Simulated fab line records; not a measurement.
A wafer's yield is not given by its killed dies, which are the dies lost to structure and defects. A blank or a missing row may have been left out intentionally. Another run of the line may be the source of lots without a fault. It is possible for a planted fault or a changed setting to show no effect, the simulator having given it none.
fab line records	flow sky130
record lots=6	wafers=16	last-day=51
route steps=708 shown SD_P@327 RES_XHIGH@332 SD_N@342 SALICIDE@361 LI_CONTACT@362 PAD_OPEN@708
lots that met no fault: taken from a fault-free run of the same line
start-h: hours from the record's opening day to when the first of the lot's shown wafers began	wait-h: hours since the lot's step before	" repeats the value in the row above	L1.1+2: a row that stands for several wafers	- value missing, or start not given	* or withheld: withheld	< > ~ a bound
route shown NAME@n: a module of which the file shows steps, and the number in the route of the first	usual: mean and standard deviation over wafers with no fault	same: alike in all rows	chamber/n: place in a boat	sites: per-site readings	_std_site: the standard deviation of these	_edge_site: outer sites' mean less inner sites'	radius-mm: how far each site lies from the wafer's centre	mask NAME#n: copy n	behind: the tool/chamber that last shaped the wafer	hold: reason for holding the lot/hours on hold/outcome of the hold	device: whichever transistor did not switch (one of n, p or np)	end of line: tests run on the same wafers once the route is complete	a step without rows: its recipe alone	killed: dies lost to structure and defects at the first sort, not the wafer's yield	map: per-die view of a wafer (x killed, . not killed, _ where there is no die)
set.NAME: the setting the step ran with; set.NAME@STEP: the setting that earlier step ran with	model.NAME: the simulator's own value behind a step, which no gauge read
lots at some steps of the route; a table a step, a row a wafer
services: the hour from which a tool's chamber was out of use, counted from the record's first day as start-h (under 0 if before that day), plus the number of hours and why
## steps
# step SKY_SD_P_CD_MEAS_07
# recipe target-cd-nm=380
# usual cd-nm=379.6/2.5
lot.wafer	tool	chamber	start-h	wait-h	cd-nm
L186.2	cd-sem-02	-	624.58	0.1	377.7
L186.3	"	-	"	"	375.4
L186.4	"	-	"	"	373.4
L189.4	cd-sem-01	-	647.01	0.1	380.5
L189.5	"	-	"	"	378.0
L189.6	"	-	"	"	379.2
L191.4	cd-sem-02	-	665.06	0.1	380.6
L191.6	"	-	"	"	379.8
L195.1	cd-sem-01	-	698.40	0.1	383.7
L195.2	"	-	"	"	385.0
L204.1	cd-sem-01	-	764.01	0.1	381.6
L204.4	"	-	"	"	378.8
L204.5	"	-	"	"	379.6
L207.2	cd-sem-01	-	786.36	0.1	376.1
L207.4	"	-	"	"	377.3
L207.6	"	-	"	"	377.6
# step SKY_SD_P_OVL_MEAS_08
# usual SD_P_OVL=-1.0/1.2
lot.wafer	tool	chamber	start-h	wait-h	SD_P_OVL[nm]
L186.2	overlay-02	-	624.69	0.1	-0.6
L186.3	"	-	"	"	-2.4
L186.4	"	-	"	"	-2.6
L189.4	overlay-02	-	647.09	0.1	-1.1
L189.5	"	-	"	"	0.0
L189.6	"	-	"	"	-1.7
L191.4	overlay-02	-	665.14	0.1	1.1
L191.6	"	-	"	"	-0.2
L195.1	overlay-02	-	698.52	0.1	0.6
L195.2	"	-	"	"	1.3
L204.1	overlay-02	-	764.13	0.1	-2.1
L204.4	"	-	"	"	-1.5
L204.5	"	-	"	"	-1.8
L207.2	overlay-02	-	786.47	0.1	0.0
L207.4	"	-	"	"	-1.4
L207.6	"	-	"	"	-0.6
# step SKY_SD_P_IMPLANT_09
# recipe species=BF2	energy-kev=20	dose-cm2=3e+15	tilt-deg=0
# step SKY_SD_P_STRIP_10
# recipe chemistry=O2/N2	power-w=1400	pressure-mtorr=1500	platen-temp-c=withheld	o2-flow-sccm=3000	n2-flow-sccm=300	overash-fraction=0.5
# usual drypump-motor-current-A=5.8/0.41	oes-product-au=0.617/0.0043	strip-time-to-endpoint-s=17.52/0.041
lot.wafer	tool	chamber	start-h	wait-h	drypump-motor-current-A	oes-product-au	rf-hours-counter-h	strip-time-to-endpoint-s
L186.2	plasma-asher-04	1	624.87	0.1	6.1	0.614	71	17.52
L186.3	"	1	"	"	6.1	0.616	-	17.54
L186.4	"	0	"	"	5.3	0.620	-	17.54
L189.4	plasma-asher-02	0	647.29	0.1	6.0	0.622	-	17.56
L189.5	"	0	"	"	6.0	0.617	-	17.55
L189.6	"	1	"	"	6.1	0.614	-	17.56
L191.4	plasma-asher-04	1	665.34	0.1	6.1	0.621	-	17.58
L191.6	"	1	"	"	6.1	0.627	-	17.59
L195.1	plasma-asher-01	1	698.71	0.1	5.2	0.616	106	17.49
L195.2	"	0	"	"	6.0	0.606	106	17.46
L204.1	plasma-asher-04	0	764.32	0.1	5.3	0.615	85	17.58
L204.4	"	0	"	"	5.3	0.617	-	17.48
L204.5	"	1	"	"	6.1	0.614	-	17.53
L207.2	plasma-asher-04	1	786.65	0.1	6.1	0.617	87	17.58
L207.4	"	0	"	"	5.3	0.615	-	17.55
L207.6	"	0	"	"	5.2	0.620	-	17.59
# step SKY_SD_P_TW_MEAS_11
# usual SD_P_TW=2852/16
lot.wafer	tool	chamber	start-h	wait-h	SD_P_TW
L186.2	film-metro-02	-	624.98	0.1	2866
L186.3	"	-	"	"	2874
L186.4	"	-	"	"	2871
L189.4	film-metro-03	-	647.39	0.1	2850
L189.5	"	-	"	"	2852
L189.6	"	-	"	"	2849
L191.4	film-metro-02	-	665.44	0.1	2856
L191.6	"	-	"	"	2832
L195.1	film-metro-01	-	698.81	0.1	2829
L195.2	"	-	"	"	2840
L204.1	film-metro-02	-	764.42	0.1	2864
L204.4	"	-	"	"	2874
L204.5	"	-	"	"	2870
L207.2	film-metro-01	-	786.76	0.1	2841
L207.4	"	-	"	"	2817
L207.6	"	-	"	"	2818
# step SKY_RES_XHIGH_DEHYDRATE_00
# recipe temp-c=200	time-s=60
# step SKY_RES_XHIGH_HMDS_01
# recipe prime-time-s=60	prime-temp-c=120
# step SKY_RES_XHIGH_COAT_02
# recipe resist=NOVOLAK	spin-rpm=3000	resist-thk-nm=1140
# step SKY_RES_XHIGH_SOFTBAKE_03
# recipe temp-c=90	time-s=60	resist=NOVOLAK
# step SKY_RES_XHIGH_EXPOSE_04
# recipe mask-id=URPM	na=0.6	source-shape=conventional	sigma-outer=0.6	polarization=unpolarized	target-cd-nm=1270	dose-mj=140
# step SKY_RES_XHIGH_PEB_05
# recipe temp-c=withheld	time-s=*	resist=NOVOLAK
# step SKY_RES_XHIGH_DEVELOP_06
# recipe resist=NOVOLAK	developer=TMAH	develop-time-s=60	dev-temp-c=23
# step SKY_RES_XHIGH_IMPLANT_07
# recipe species=BF2	energy-kev=20	dose-cm2=3.6e+14	tilt-deg=0
# usual tilt-deg=-0.002/0.017
lot.wafer	tool	chamber	start-h	wait-h	tilt-deg
L186.2	implanter-03	0	653.98	0.1	0.000
L186.3	"	0	"	"	-0.012
L186.4	"	0	"	"	-0.010
L189.4	implanter-01	0	676.34	0.1	-0.036
L189.5	"	0	"	"	-0.034
L189.6	"	0	"	"	-0.006
L191.4	implanter-01	0	694.29	0.1	0.016
L191.6	"	0	"	"	-0.014
L195.1	implanter-01	0	727.20	0.1	-0.024
L195.2	"	0	"	"	0.006
L204.1	implanter-02	0	791.19	0.1	0.007
L204.4	"	0	"	"	0.007
L204.5	"	0	"	"	0.018
L207.2	implanter-01	0	815.84	0.1	-0.027
L207.4	"	0	"	"	-0.031
L207.6	"	0	"	"	-0.027
# step SKY_RES_XHIGH_STRIP_08
# recipe chemistry=O2/N2	power-w=1400	pressure-mtorr=1500	platen-temp-c=withheld	o2-flow-sccm=3000	n2-flow-sccm=300	overash-fraction=0.5
# usual drypump-motor-current-A=5.6/0.41	oes-product-au=0.711/0.0048	strip-time-to-endpoint-s=14.28/0.04
lot.wafer	tool	chamber	start-h	wait-h	drypump-motor-current-A	oes-product-au	rf-hours-counter-h	strip-time-to-endpoint-s
L186.2	plasma-asher-03	0	654.10	0.1	5.4	0.705	26	14.32
L186.3	"	0	"	"	5.4	0.707	-	14.29
L186.4	"	1	"	"	5.2	0.704	-	14.29
L189.4	plasma-asher-03	0	676.45	0.1	5.4	0.713	-	14.23
L189.5	"	0	"	"	5.4	0.714	-	14.23
L189.6	"	1	"	"	5.2	0.710	-	14.26
L191.4	plasma-asher-03	1	694.40	0.1	5.2	0.708	-	14.24
L191.6	"	0	"	"	5.4	0.711	-	14.21
L195.1	plasma-asher-01	1	727.35	0.1	5.1	0.709	109	14.26
L195.2	"	0	"	"	6.0	0.712	109	14.23
L204.1	plasma-asher-01	0	791.34	0.1	5.9	0.711	5	14.32
L204.4	"	0	"	"	5.9	0.710	-	14.35
L204.5	"	0	"	"	6.0	0.716	-	14.32
L207.2	plasma-asher-01	1	815.97	0.1	5.1	0.713	7	14.32
L207.4	"	1	"	"	5.1	0.710	-	14.33
L207.6	"	0	"	"	6.0	0.706	-	14.32
# step SKY_RES_XHIGH_TW_MEAS_09
# usual RES_XHIGH_TW=1652/8.9
lot.wafer	tool	chamber	start-h	wait-h	RES_XHIGH_TW
L186.2	film-metro-03	-	654.21	0.1	1645
L186.3	"	-	"	"	1649
L186.4	"	-	"	"	1641
L189.4	film-metro-03	-	676.55	0.1	1650
L189.5	"	-	"	"	1648
L189.6	"	-	"	"	1653
L191.4	film-metro-02	-	694.50	0.1	1671
L191.6	"	-	"	"	1666
L195.1	film-metro-01	-	727.45	0.1	1659
L195.2	"	-	"	"	1658
L204.1	film-metro-01	-	791.44	0.1	1646
L204.4	"	-	"	"	1636
L204.5	"	-	"	"	1639
L207.2	film-metro-02	-	816.08	0.1	1662
L207.4	"	-	"	"	1671
L207.6	"	-	"	"	1664
# step SKY_SD_N_DEHYDRATE_00
# recipe temp-c=200	time-s=60
# step SKY_SD_N_HMDS_01
# recipe prime-time-s=60	prime-temp-c=120
# step SKY_SD_N_COAT_02
# recipe resist=NOVOLAK	spin-rpm=3000	resist-thk-nm=1140
# step SKY_SD_N_SOFTBAKE_03
# recipe temp-c=90	time-s=60	resist=NOVOLAK
# step SKY_SD_N_EXPOSE_04
# recipe mask-id=NSDM	na=0.6	source-shape=conventional	sigma-outer=0.6	polarization=unpolarized	target-cd-nm=380	dose-mj=141
# step SKY_SD_N_PEB_05
# recipe temp-c=withheld	time-s=*	resist=NOVOLAK
# step SKY_SD_N_DEVELOP_06
# recipe resist=NOVOLAK	developer=TMAH	develop-time-s=60	dev-temp-c=23
# step SKY_SD_N_CD_MEAS_07
# recipe target-cd-nm=380
# usual cd-nm=379.4/2.4
lot.wafer	tool	chamber	start-h	wait-h	cd-nm
L186.2	cd-sem-01	-	682.62	0.1	379.0
L186.3	"	-	"	"	379.4
L186.4	"	-	"	"	382.1
L189.4	cd-sem-01	-	705.36	0.1	379.1
L189.5	"	-	"	"	381.2
L189.6	"	-	"	"	377.1
L191.4	cd-sem-01	-	722.57	0.1	381.2
L191.6	"	-	"	"	381.0
L195.1	cd-sem-02	-	756.20	0.1	377.1
L195.2	"	-	"	"	379.0
L204.1	cd-sem-01	-	817.87	0.1	379.3
L204.4	"	-	"	"	377.1
L204.5	"	-	"	"	377.8
L207.2	cd-sem-01	-	842.99	0.1	376.1
L207.4	"	-	"	"	377.6
L207.6	"	-	"	"	375.9
# step SKY_SD_N_OVL_MEAS_08
# usual SD_N_OVL=0.9/1.3
lot.wafer	tool	chamber	start-h	wait-h	SD_N_OVL[nm]
L186.2	overlay-02	-	682.73	0.1	1.1
L186.3	"	-	"	"	1.1
L186.4	"	-	"	"	0.1
L189.4	overlay-02	-	705.44	0.1	-0.2
L189.5	"	-	"	"	-1.8
L189.6	"	-	"	"	0.4
L191.4	overlay-01	-	722.65	0.1	0.8
L191.6	"	-	"	"	-0.6
L195.1	overlay-01	-	756.32	0.1	-0.3
L195.2	"	-	"	"	0.6
L204.1	overlay-02	-	817.99	0.1	-0.1
L204.4	"	-	"	"	0.5
L204.5	"	-	"	"	1.2
L207.2	overlay-01	-	843.09	0.1	2.3
L207.4	"	-	"	"	1.0
L207.6	"	-	"	"	1.1
# step SKY_SD_N_IMPLANT_09
# recipe species=As	energy-kev=50	dose-cm2=4e+15	tilt-deg=0
# step SKY_SD_N_IMPLANT_10
# recipe species=P	energy-kev=20	dose-cm2=1e+14	tilt-deg=0
# step SKY_SD_N_STRIP_11
# recipe chemistry=O2/N2	power-w=1400	pressure-mtorr=1500	platen-temp-c=withheld	o2-flow-sccm=3000	n2-flow-sccm=300	overash-fraction=0.5
# usual drypump-motor-current-A=5.9/0.35	oes-product-au=0.527/0.0044	strip-time-to-endpoint-s=22.58/0.043
lot.wafer	tool	chamber	start-h	wait-h	drypump-motor-current-A	oes-product-au	rf-hours-counter-h	strip-time-to-endpoint-s
L186.2	plasma-asher-01	0	683.06	0.1	6.0	0.531	104	22.58
L186.3	"	0	"	"	6.0	0.528	-	22.51
L186.4	"	1	"	"	5.1	0.526	-	22.53
L189.4	plasma-asher-01	1	705.79	0.1	5.1	0.525	-	22.62
L189.5	"	1	"	"	5.1	0.528	-	22.63
L189.6	"	0	"	"	5.9	0.526	-	22.64
L191.4	plasma-asher-01	0	723.00	0.1	6.0	0.531	-	22.64
L191.6	"	1	"	"	5.1	0.517	-	22.59
L195.1	plasma-asher-02	0	756.66	0.1	5.9	0.524	64	22.61
L195.2	"	1	"	"	6.2	0.527	64	22.59
L204.1	plasma-asher-02	1	818.32	0.1	6.1	0.534	71	22.56
L204.4	"	0	"	"	5.9	0.535	-	22.60
L204.5	"	1	"	"	6.2	0.522	-	22.54
L207.2	plasma-asher-02	0	843.42	0.1	6.0	0.528	73	22.64
L207.4	"	1	"	"	6.1	0.529	-	22.63
L207.6	"	0	"	"	6.0	0.530	-	22.62
# step SKY_SD_N_TW_MEAS_12
# usual SD_N_TW=4012/24
lot.wafer	tool	chamber	start-h	wait-h	SD_N_TW
L186.2	film-metro-01	-	683.17	0.1	3996
L186.3	"	-	"	"	3980
L186.4	"	-	"	"	4023
L189.4	film-metro-03	-	705.89	0.1	4028
L189.5	"	-	"	"	3996
L189.6	"	-	"	"	4017
L191.4	film-metro-01	-	723.10	0.1	3995
L191.6	"	-	"	"	3998
L195.1	film-metro-01	-	756.76	0.1	3999
L195.2	"	-	"	"	4001
L204.1	film-metro-01	-	818.42	0.1	3987
L204.4	"	-	"	"	3991
L204.5	"	-	"	"	3992
L207.2	film-metro-02	-	843.53	0.1	4046
L207.4	"	-	"	"	4051
L207.6	"	-	"	"	4036
# step SKY_SD_N_CLEAN_13
# recipe chemistry=SC1/SC2	mix=1:4:20	temp-c=70	time-s=150	dry=n2-spin
# step SKY_SD_N_RTA_14
# recipe temp-c=1075	time-s=2	idle-temp-c=650	ramp-up-c-per-s=150	ramp-down-c-per-s=90	ambient=N2
# usual lamp-power-pct=15.73/0.05	ramp-up-c-per-s=150.00/0.028	wafer_temp_C_max=1078.1/1.4
lot.wafer	tool	chamber	start-h	wait-h	lamp-power-pct	ramp-up-c-per-s	wafer_temp_C_max
L186.2	rtp-anneal-02	0	683.28	0.0	15.78	150.02	1079.3
L186.3	"	0	"	"	15.71	149.98	1076.9
L186.4	"	0	"	"	15.69	149.97	1079.4
L189.4	rtp-anneal-01	0	706.00	0.0	15.73	149.98	1078.7
L189.5	"	0	"	"	15.63	150.01	1078.5
L189.6	"	0	"	"	15.60	150.03	1077.4
L191.4	rtp-anneal-01	0	723.23	0.1	15.69	150.02	1077.4
L191.6	"	0	"	"	15.79	150.02	1079.7
L195.1	rtp-anneal-01	0	756.92	0.0	15.74	149.99	1077.2
L195.2	"	0	"	"	15.64	149.99	1076.7
L204.1	rtp-anneal-02	0	818.54	0.0	15.75	150.02	1078.0
L204.4	"	0	"	"	15.79	150.02	1077.5
L204.5	"	0	"	"	15.78	150.00	1079.6
L207.2	rtp-anneal-01	0	843.64	0.0	15.66	150.03	1079.5
L207.4	"	0	"	"	15.74	149.99	1075.7
L207.6	"	0	"	"	15.74	149.98	1077.5
# step SKY_SD_N_RS_MEAS_16
# recipe thk-meas-gauge=four-point-probe
# usual SD_N_RS=68.53/0.1
lot.wafer	tool	chamber	start-h	wait-h	SD_N_RS[ohm/sq]
L186.2	film-metro-02	-	683.46	0.1	68.41
L186.3	"	-	"	"	68.73
L186.4	"	-	"	"	68.62
L189.4	film-metro-01	-	706.20	0.1	68.66
L189.5	"	-	"	"	68.54
L189.6	"	-	"	"	68.52
L191.4	film-metro-02	-	723.46	0.1	68.46
L191.6	"	-	"	"	68.38
L195.1	film-metro-02	-	757.09	0.1	68.58
L195.2	"	-	"	"	68.43
L204.1	film-metro-03	-	818.77	0.1	68.54
L204.4	"	-	"	"	68.72
L204.5	"	-	"	"	68.63
L207.2	film-metro-02	-	843.83	0.1	68.58
L207.4	"	-	"	"	68.53
L207.6	"	-	"	"	68.49
# step SKY_SD_N_RS_MEAS_17
# recipe thk-meas-gauge=four-point-probe
# usual SD_P_RS=147.0/0.32
lot.wafer	tool	chamber	start-h	wait-h	SD_P_RS[ohm/sq]
L186.2	film-metro-02	-	683.58	0.1	146.9
L186.3	"	-	"	"	147.0
L186.4	"	-	"	"	146.8
L189.4	film-metro-01	-	706.32	0.1	146.6
L189.5	"	-	"	"	146.6
L189.6	"	-	"	"	146.8
L191.4	film-metro-02	-	723.58	0.1	147.1
L191.6	"	-	"	"	146.7
L195.1	film-metro-02	-	757.21	0.1	146.8
L195.2	"	-	"	"	146.4
L204.1	film-metro-03	-	818.89	0.1	147.2
L204.4	"	-	"	"	147.1
L204.5	"	-	"	"	147.1
L207.2	film-metro-02	-	843.95	0.1	147.2
L207.4	"	-	"	"	146.8
L207.6	"	-	"	"	147.2
# step SKY_SD_N_RS_MEAS_18
# recipe thk-meas-gauge=four-point-probe
# usual RES_XHIGH_RS=332.9/1
lot.wafer	tool	chamber	start-h	wait-h	RES_XHIGH_RS[ohm/sq]
L186.2	film-metro-02	-	683.70	0.1	333.2
L186.3	"	-	"	"	332.2
L186.4	"	-	"	"	332.7
L189.4	film-metro-01	-	706.44	0.1	334.2
L189.5	"	-	"	"	333.8
L189.6	"	-	"	"	334.6
L191.4	film-metro-02	-	723.70	0.1	333.0
L191.6	"	-	"	"	335.6
L195.1	film-metro-02	-	757.33	0.1	334.6
L195.2	"	-	"	"	332.4
L204.1	film-metro-03	-	819.01	0.1	334.6
L204.4	"	-	"	"	335.1
L204.5	"	-	"	"	333.6
L207.2	film-metro-02	-	844.07	0.1	331.7
L207.4	"	-	"	"	331.7
L207.6	"	-	"	"	333.6
# step SKY_SALICIDE_CLEAN_00
# recipe chemistry=HF-last	time-s=30	dilution=100:1	dry=ipa-marangoni
# step SKY_LI_CONTACT_HDPCVD_00
# recipe material=PSG	target-thk-nm=930	sigma-open-frac=0.3	time-s=155	temp-c=600	sih4-flow-sccm=60	pressure-mtorr=6
# step SKY_LI_CONTACT_THK_MEAS_01
# recipe reads=PSG_of_LI_CONTACT_HDPCVD_00
# usual LI_CONTACT_HDPCVD_THK=928/8.6
lot.wafer	tool	chamber	start-h	wait-h	LI_CONTACT_HDPCVD_THK[nm]
L186.2	film-metro-03	-	683.98	0.1	931
L186.3	"	-	"	"	940
L186.4	"	-	"	"	937
L189.4	film-metro-01	-	706.65	0.0	945
L189.5	"	-	"	"	936
L189.6	"	-	"	"	933
L191.4	film-metro-03	-	723.91	0.0	938
L191.6	"	-	"	"	934
L195.1	film-metro-02	-	757.57	0.1	911
L195.2	"	-	"	"	925
L204.1	film-metro-01	-	819.25	0.1	917
L204.4	"	-	"	"	923
L204.5	"	-	"	"	916
L207.2	film-metro-03	-	844.30	0.1	935
L207.4	"	-	"	"	929
L207.6	"	-	"	"	923
# step SKY_LI_CONTACT_CMP_02
# recipe material=PSG	down-force-psi=4	platen-rpm=60	pad-velocity-m-s=0.94248
# usual edge-zone-pressure-frac=1.000/0.0048	motor-current-A=12.0/1.2	time-to-endpoint-s=33.4/2.4
lot.wafer	tool	chamber	start-h	wait-h	edge-zone-pressure-frac	motor-current-A	time-to-endpoint-s
L186.4	cmp-02	3	684.08	0.1	1.000	13.6	33.9
L186.2	"	0	"	"	0.998	10.6	35.0
L186.3	"	1	"	"	1.002	13.7	34.4
L189.4	cmp-01	1	706.73	0.1	0.999	11.3	34.2
L189.6	"	0	"	"	1.001	10.6	35.5
L189.5	"	1	"	"	1.002	11.0	35.6
L191.4	cmp-02	0	724.09	0.2	1.003	10.7	34.5
L191.6	"	2	"	"	0.999	12.7	37.2
L195.1	cmp-01	2	757.73	0.1	1.007	13.6	30.7
L195.2	"	3	"	"	1.001	11.4	35.9
L204.1	cmp-01	0	819.41	0.1	1.002	10.5	34.7
L204.4	"	1	"	"	1.009	11.0	30.7
L204.5	"	3	"	"	1.006	11.8	34.3
L207.4	cmp-02	3	844.40	0.1	1.001	13.4	34.3
L207.2	"	1	"	"	0.997	13.7	33.7
L207.6	"	3	"	"	1.003	13.3	34.2
# step SKY_LI_CONTACT_BOW_MEAS_03
# recipe mode=bow
# usual LI_CONTACT_BOW=56/6.1
lot.wafer	tool	chamber	start-h	wait-h	LI_CONTACT_BOW[um]
L186.2	film-metro-02	-	684.35	0.2	43
L186.3	"	-	"	"	53
L186.4	"	-	"	"	62
L189.4	film-metro-02	-	707.04	0.3	53
L189.5	"	-	"	"	58
L189.6	"	-	"	"	60
L191.4	film-metro-02	-	724.30	0.2	48
L191.6	"	-	"	"	49
L195.1	film-metro-01	-	757.93	0.1	52
L195.2	"	-	"	"	55
L204.1	film-metro-02	-	819.61	0.1	59
L204.4	"	-	"	"	64
L204.5	"	-	"	"	60
L207.2	film-metro-01	-	844.67	0.1	47
L207.4	"	-	"	"	58
L207.6	"	-	"	"	57
# step SKY_LI_CONTACT_DEHYDRATE_04
# recipe temp-c=200	time-s=60
# step SKY_LI_CONTACT_HMDS_05
# recipe prime-time-s=60	prime-temp-c=120
# step SKY_LI_CONTACT_COAT_06
# recipe resist=BARC	temp-c=withheld	time-s=withheld	spin-rpm=3000	resist-thk-nm=60
# step SKY_PAD_OPEN_PROBE_99
# usual killed_at_M0_to_M3=43/6.9	killed_at_M4_up=3.2/1.6	killed-at-contacts=25/5.1	killed-at-front-end=16/4.5	killed-dies=87/8.9	killed-open=48/6.9	killed-short=39/6.3
# same gross-dies=492	killed-at-back-side=0	killed-at-other=0
lot.wafer	tool	chamber	start-h	wait-h	killed_at_M0_to_M3	killed_at_M4_up	killed-at-contacts	killed-at-front-end	killed-dies	killed-open	killed-short	model.etest.res-xhigh-po.rs-ohm-sq-range
L186.2	prober-01	-	1114.80	0.1	37	3	27	14	81	51	30	100.6
L186.3	prober-01	-	1114.85	0.2	43	1	27	11	82	43	38	92.44
L186.4	prober-01	-	1114.90	0.2	45	3	29	23	100	59	41	78.44
L189.4	prober-01	-	1129.03	0.2	58	6	15	25	104	62	42	126.7
L189.5	prober-01	-	1129.08	0.2	37	6	31	18	92	49	43	133.9
L189.6	prober-01	-	1129.13	0.2	54	4	20	20	98	54	44	144.4
L191.4	prober-01	-	1141.78	0.2	47	3	30	19	99	52	46	129.1
L191.6	prober-01	-	1141.88	0.2	51	1	33	6	91	47	44	340.4
L195.1	prober-01	-	1164.83	0.1	35	2	20	12	69	34	35	324
L195.2	prober-01	-	1164.88	0.1	32	3	27	11	73	43	30	61.24
L204.1	prober-01	-	1204.49	0.1	40	0	32	16	88	46	42	141.2
L204.4	prober-01	-	1204.64	0.2	47	3	25	24	99	53	46	154.7
L204.5	prober-01	-	1204.69	0.2	35	1	28	17	81	39	42	115.5
L207.2	prober-01	-	1220.77	0.1	48	0	26	11	85	56	28	77.13
L207.4	prober-01	-	1220.87	0.2	46	2	26	14	88	42	45	82.99
L207.6	prober-01	-	1220.97	0.2	46	2	24	20	92	54	38	97.8
# killed by level:class
L186.2 CONTACT:geometric-particle:open=14 VIA1:geometric-particle:open=13 LI_CONTACT:geometric-particle:open=6 FIELD_ISO:geometric-particle:short=5 VIA2:geometric-particle:open=5 VIA1:geometric-particle:short=4 FIELD_ISO:geometric-particle:open=3 POLY_GATE:geometric-particle:short=3
L186.3 CONTACT:geometric-particle:open=10 VIA1:geometric-particle:open=8 METAL1:geometric-particle:short=7 LI_CONTACT:geometric-particle:open=6 LOCAL_INTERCONNECT:geometric-particle:short=6 VIA2:geometric-particle:open=6 VIA3:geometric-particle:open=5 METAL3:geometric-particle:short=5
L186.4 CONTACT:geometric-particle:open=13 VIA2:geometric-particle:open=9 VIA1:geometric-particle:open=8 FIELD_ISO:geometric-particle:open=6 METAL1:geometric-particle:short=6 VIA3:geometric-particle:open=6 FIELD_ISO:geometric-particle:short=5 LI_CONTACT:geometric-particle:open=5
L189.4 VIA1:geometric-particle:open=14 VIA1:geometric-particle:short=9 CONTACT:geometric-particle:open=9 VIA3:geometric-particle:open=9 METAL1:geometric-particle:short=7 POLY_GATE:geometric-particle:short=6 FIELD_ISO:geometric-particle:open=5 LI_CONTACT:geometric-particle:open=5
L189.5 CONTACT:geometric-particle:open=11 LI_CONTACT:geometric-particle:open=9 VIA1:geometric-particle:open=9 FIELD_ISO:geometric-particle:short=7 LOCAL_INTERCONNECT:geometric-particle:short=6 METAL2:geometric-particle:short=5 METAL1:geometric-particle:short=4 VIA3:geometric-particle:short=4
L189.6 VIA1:geometric-particle:open=12 CONTACT:geometric-particle:open=9 VIA1:geometric-particle:short=9 METAL1:geometric-particle:short=8 VIA3:geometric-particle:open=7 LI_CONTACT:geometric-particle:open=6 SPACER:geometric-particle:open=4 METAL4:geometric-particle:short=4
L191.4 CONTACT:geometric-particle:open=11 VIA1:geometric-particle:open=11 LOCAL_INTERCONNECT:geometric-particle:short=6 METAL1:geometric-particle:short=6 POLY_GATE:geometric-particle:short=6 VIA1:geometric-particle:short=6 POLY_GATE:geometric-particle:open=5 METAL2:geometric-particle:short=5
L191.6 CONTACT:geometric-particle:open=13 VIA1:geometric-particle:open=10 LI_CONTACT:geometric-particle:open=8 VIA1:geometric-particle:short=8 VIA2:geometric-particle:open=7 CONTACT:geometric-particle:short=6 METAL2:geometric-particle:short=6 VIA2:geometric-particle:short=5
L195.1 VIA1:geometric-particle:open=9 CONTACT:geometric-particle:open=5 METAL2:geometric-particle:short=5 POLY_GATE:geometric-particle:short=4 LI_CONTACT:geometric-particle:short=4 LI_CONTACT:geometric-particle:open=4 CONTACT:geometric-particle:short=4 METAL1:geometric-particle:short=4
L195.2 LI_CONTACT:geometric-particle:open=10 VIA2:geometric-particle:open=10 CONTACT:geometric-particle:open=8 METAL2:geometric-particle:short=6 POLY_GATE:geometric-particle:open=5 LOCAL_INTERCONNECT:geometric-particle:short=4 METAL1:geometric-particle:short=4 VIA3:geometric-particle:open=4
L204.1 CONTACT:geometric-particle:open=12 LI_CONTACT:geometric-particle:open=8 METAL1:geometric-particle:short=8 VIA2:geometric-particle:open=7 CONTACT:geometric-particle:short=6 VIA1:geometric-particle:open=6 VIA1:geometric-particle:short=6 FIELD_ISO:geometric-particle:short=4
L204.4 CONTACT:geometric-particle:open=12 FIELD_ISO:geometric-particle:short=10 METAL1:geometric-particle:short=9 FIELD_ISO:geometric-particle:open=8 LI_CONTACT:geometric-particle:open=8 VIA3:geometric-particle:open=7 VIA2:geometric-particle:open=7 VIA1:geometric-particle:short=6
L204.5 CONTACT:geometric-particle:open=13 VIA1:geometric-particle:open=8 FIELD_ISO:geometric-particle:short=7 LOCAL_INTERCONNECT:geometric-particle:short=5 VIA1:geometric-particle:short=5 VIA3:geometric-particle:open=5 LI_CONTACT:geometric-particle:open=4 CONTACT:geometric-particle:short=4
L207.2 LI_CONTACT:geometric-particle:open=12 VIA1:geometric-particle:open=12 VIA3:geometric-particle:open=9 VIA2:geometric-particle:open=7 CONTACT:geometric-particle:open=7 METAL2:geometric-particle:short=6 POLY_GATE:geometric-particle:short=4 VIA1:geometric-particle:short=4
L207.4 VIA3:geometric-particle:open=8 CONTACT:geometric-particle:open=8 VIA1:geometric-particle:short=8 VIA2:geometric-particle:open=7 VIA1:geometric-particle:open=7 CONTACT:geometric-particle:short=6 LI_CONTACT:geometric-particle:open=6 METAL2:geometric-particle:short=5
L207.6 VIA2:geometric-particle:open=9 CONTACT:geometric-particle:open=9 VIA1:geometric-particle:open=9 METAL2:geometric-particle:short=9 VIA3:geometric-particle:open=9 FIELD_ISO:geometric-particle:open=6 CONTACT:geometric-particle:short=6 LOCAL_INTERCONNECT:geometric-particle:short=5
## services
tool	chamber	start-h	hours	kind
rtp-anneal-02	-	601.97	5.4	pm
plasma-asher-04	-	605.76	4.4	repair
cmp-02	-	628.20	1.8	repair
implanter-01	-	630.70	2.0	repair
implanter-02	-	632.69	0.6	repair
plasma-asher-01	-	640.30	2.8	pm
plasma-asher-01	-	653.89	1.8	repair
implanter-01	-	657.92	5.2	repair
cmp-02	-	669.36	2.6	repair
rtp-anneal-01	-	683.56	1.7	pm
plasma-asher-04	-	718.77	0.6	repair
cmp-01	-	721.36	4.9	pm
plasma-asher-03	-	724.48	0.8	repair
implanter-02	-	726.43	3.7	pm
cmp-02	-	730.78	6.5	repair
plasma-asher-01	-	733.75	9.0	pm
cmp-02	-	736.27	1.1	repair
cmp-02	-	744.02	4.0	pm
plasma-asher-03	-	755.00	2.8	pm
plasma-asher-04	-	764.55	1.2	repair
cmp-02	-	775.01	7.7	pm
plasma-asher-03	-	791.15	0.8	repair
cmp-01	-	813.45	2.8	repair
plasma-asher-02	-	837.47	0.3	repair
## key
first-sign none at tools or gauges
model-effect step=SKY_PAD_OPEN_PROBE_99	value=etest.res-xhigh-po.rs-ohm-sq-range	without=105.6	struck=332.2
met-at SKY_RES_XHIGH_IMPLANT_07
struck-wafers L191.6,L195.1
tester-left-out L191,L195
onset-between 676.34 694.29
fault kind=process-parameter-drift	tool=implanter-01	chamber=-	onset-h=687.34	steps=SKY_RES_XHIGH_IMPLANT_07	channel=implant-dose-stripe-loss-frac	offset=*	shape=step	end-h=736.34	scope=struck-wafers-only
# tester-left-out: of these lots the tester's yield and bins aren't shown, on N5 and GAA mostly nor the transistor test; their killed dies are dies lost to structure and defects alone, not to doping, threshold or leakage, so they don't give the yield
